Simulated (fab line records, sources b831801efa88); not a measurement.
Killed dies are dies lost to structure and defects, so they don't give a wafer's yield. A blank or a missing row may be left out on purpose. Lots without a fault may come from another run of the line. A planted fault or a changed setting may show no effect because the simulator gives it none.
Which tool did it? | flow sky130 | 6 lots, 17 wafers sampled, at 1 step of a route of 708

WHAT THE GAUGES READ, wafer by wafer
SKY_FIELD_ISO_THK_MEAS_04.
lot  | measured    | on            | FIELD_ISO_CVD_03_THK (nm)
L926 | day 2 07:01 | film_metro-04 | 165.0 166.5 165.3
L928 | day 2 14:40 | film_metro-01 | 164.6 165.3 164.9
L931 | day 3 06:46 | film_metro-01 | 165.1 167.1 167.2
L933 | day 3 16:28 | film_metro-02 | 162.8 164.3 164.2
L939 | day 4 21:31 | film_metro-01 | 162.8 162.9
L943 | day 5 18:16 | film_metro-02 | 164.8 164.6 164.2

WHICH TOOL RAN EACH LOT (tool, then ch and the chambers of the sampled wafers, then the start)
The record holds no process step before these readings.

THE ANSWER, worked out from the rows above alone
Rule: what is usual is taken from the lots themselves. Put in order of their means at a reading, lots are off if they are a third of the lots or fewer, leave a main group of 4 or more, and stand apart from it by a gap of 3 or more times the standard deviation of the main group's means; of several such gaps the widest counts. A main group whose means are all the same, to the digits that the tables above print for the reading, isn't used. A lot without any number at a reading at which 4 lots or more have one is off too. The other lots that the step has rows for count as sound.
No lot is off at any reading shown: from this, nothing can be told.

WHAT THE SIMULATOR HAD PUT IN
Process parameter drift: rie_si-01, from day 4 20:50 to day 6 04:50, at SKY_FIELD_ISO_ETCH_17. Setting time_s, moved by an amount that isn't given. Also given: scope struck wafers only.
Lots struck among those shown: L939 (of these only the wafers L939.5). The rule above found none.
